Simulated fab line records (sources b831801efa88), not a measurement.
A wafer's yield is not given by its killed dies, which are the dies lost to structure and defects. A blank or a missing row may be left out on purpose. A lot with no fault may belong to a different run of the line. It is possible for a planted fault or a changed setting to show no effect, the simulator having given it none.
Chamber matching / flow gf180mcu / GF_V1_CMP_26 on cmp-01: 4 sister chambers
The step polishes, stops on SiO2, t overpolish 15 s, target thk 0 nm. 24 wafers are shown with their chamber, then 12 later ones without.

EACH WAFER AND ITS CHAMBER
wafer=L076.1; chamber=1; motor_current_A (A)=9.8; time_to_endpoint_s (s)=79; overpolish_run_s (s)=15.002
wafer=L076.3; chamber=0; motor_current_A (A)=10.6; time_to_endpoint_s (s)=90; overpolish_run_s (s)=15.016
wafer=L076.4; chamber=2; motor_current_A (A)=9.9; time_to_endpoint_s (s)=86; overpolish_run_s (s)=15.006
wafer=L077.1; chamber=2; motor_current_A (A)=9.3; time_to_endpoint_s (s)=84; overpolish_run_s (s)=15.011
wafer=L077.3; chamber=1; motor_current_A (A)=10.4; time_to_endpoint_s (s)=84; overpolish_run_s (s)=15.001
wafer=L077.6; chamber=0; motor_current_A (A)=10.0; time_to_endpoint_s (s)=89; overpolish_run_s (s)=14.996
wafer=L078.1; chamber=0; motor_current_A (A)=10.0; time_to_endpoint_s (s)=91; overpolish_run_s (s)=14.999
wafer=L078.2; chamber=1; motor_current_A (A)=10.2; time_to_endpoint_s (s)=83; overpolish_run_s (s)=15.002
wafer=L078.5; chamber=1; motor_current_A (A)=10.3; time_to_endpoint_s (s)=81; overpolish_run_s (s)=15.001
wafer=L080.3; chamber=2; motor_current_A (A)=9.7; time_to_endpoint_s (s)=87; overpolish_run_s (s)=15.001
wafer=L080.4; chamber=0; motor_current_A (A)=9.5; time_to_endpoint_s (s)=92; overpolish_run_s (s)=14.993
wafer=L080.6; chamber=2; motor_current_A (A)=9.5; time_to_endpoint_s (s)=84; overpolish_run_s (s)=14.984
wafer=L081.2; chamber=0; motor_current_A (A)=9.5; time_to_endpoint_s (s)=87; overpolish_run_s (s)=14.982
wafer=L081.3; chamber=3; motor_current_A (A)=12.9; time_to_endpoint_s (s)=84; overpolish_run_s (s)=15.004
wafer=L081.4; chamber=1; motor_current_A (A)=9.1; time_to_endpoint_s (s)=80; overpolish_run_s (s)=14.997
wafer=L083.3; chamber=0; motor_current_A (A)=9.8; time_to_endpoint_s (s)=93; overpolish_run_s (s)=14.972
wafer=L083.4; chamber=1; motor_current_A (A)=10.0; time_to_endpoint_s (s)=84; overpolish_run_s (s)=15.010
wafer=L083.6; chamber=0; motor_current_A (A)=10.3; time_to_endpoint_s (s)=89; overpolish_run_s (s)=15.007
wafer=L084.2; chamber=1; motor_current_A (A)=9.8; time_to_endpoint_s (s)=81; overpolish_run_s (s)=15.010
wafer=L084.3; chamber=0; motor_current_A (A)=9.9; time_to_endpoint_s (s)=90; overpolish_run_s (s)=15.010
wafer=L084.5; chamber=1; motor_current_A (A)=10.5; time_to_endpoint_s (s)=83; overpolish_run_s (s)=15.005
wafer=L086.1; chamber=1; motor_current_A (A)=10.4; time_to_endpoint_s (s)=82; overpolish_run_s (s)=15.004
wafer=L086.3; chamber=3; motor_current_A (A)=13.1; time_to_endpoint_s (s)=84; overpolish_run_s (s)=15.003
wafer=L086.5; chamber=2; motor_current_A (A)=9.8; time_to_endpoint_s (s)=84; overpolish_run_s (s)=15.004

SIGNATURES (means of the wafers above)
reading=motor_current_A; chamber 0=9.950; chamber 1=10.056; chamber 2=9.640; chamber 3=13.000; scatter within a chamber=0.374
reading=time_to_endpoint_s; chamber 0=90.12; chamber 1=81.89; chamber 2=85.00; chamber 3=84.00; scatter within a chamber=1.7
reading=overpolish_run_s; chamber 0=14.99687; chamber 1=15.00356; chamber 2=15.00120; chamber 3=15.00350; scatter within a chamber=0.0102
Rule: a wafer's distance from a chamber is the root of the sum, over the readings, of the square of ((its reading less the chamber's mean) divided by the reading's scatter). If the next closest chamber is less than 2 further off than the closest, the wafer can't be placed; otherwise it belongs to the closest. The scatter: the root of (the sum of the squares of (reading less its chamber's mean) over the shown wafers, divided by (wafers less chambers)).

WAFERS WITHOUT THEIR CHAMBER
wafer=L087.2; motor_current_A (A)=9.9; time_to_endpoint_s (s)=84; overpolish_run_s (s)=15.004
wafer=L087.3; motor_current_A (A)=10.3; time_to_endpoint_s (s)=87; overpolish_run_s (s)=14.986
wafer=L087.5; motor_current_A (A)=10.1; time_to_endpoint_s (s)=90; overpolish_run_s (s)=15.002
wafer=L088.2; motor_current_A (A)=14.1; time_to_endpoint_s (s)=85; overpolish_run_s (s)=15.018
wafer=L088.3; motor_current_A (A)=9.9; time_to_endpoint_s (s)=86; overpolish_run_s (s)=14.988
wafer=L088.5; motor_current_A (A)=9.6; time_to_endpoint_s (s)=84; overpolish_run_s (s)=15.001
wafer=L095.2; motor_current_A (A)=10.0; time_to_endpoint_s (s)=89; overpolish_run_s (s)=14.994
wafer=L095.3; motor_current_A (A)=9.3; time_to_endpoint_s (s)=85; overpolish_run_s (s)=15.007
wafer=L095.6; motor_current_A (A)=9.7; time_to_endpoint_s (s)=80; overpolish_run_s (s)=15.003
wafer=L097.2; motor_current_A (A)=10.5; time_to_endpoint_s (s)=83; overpolish_run_s (s)=14.985
wafer=L097.4; motor_current_A (A)=13.1; time_to_endpoint_s (s)=85; overpolish_run_s (s)=14.986
wafer=L097.5; motor_current_A (A)=9.8; time_to_endpoint_s (s)=83; overpolish_run_s (s)=15.012

THE CHAMBER EACH PASSED THROUGH
wafer=L087.2; from the rows above=can't be placed: 2 or 1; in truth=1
wafer=L087.3; from the rows above=can't be placed: 0 or 2 or 1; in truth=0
wafer=L087.5; from the rows above=0; in truth=0
wafer=L088.2; from the rows above=3; in truth=3
wafer=L088.3; from the rows above=can't be placed: 2 or 0 or 1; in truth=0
wafer=L088.5; from the rows above=can't be placed: 2 or 1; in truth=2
wafer=L095.2; from the rows above=can't be placed: 0 or 2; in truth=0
wafer=L095.3; from the rows above=can't be placed: 2 or 1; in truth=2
wafer=L095.6; from the rows above=can't be placed: 1 or 2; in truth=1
wafer=L097.2; from the rows above=can't be placed: 1 or 2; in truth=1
wafer=L097.4; from the rows above=3; in truth=3
wafer=L097.5; from the rows above=can't be placed: 1 or 2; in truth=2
Placed correctly: 3 of 12. From these rows, 9 cannot be placed; in 9 the true chamber is one of the candidates. Placed wrongly: 0.
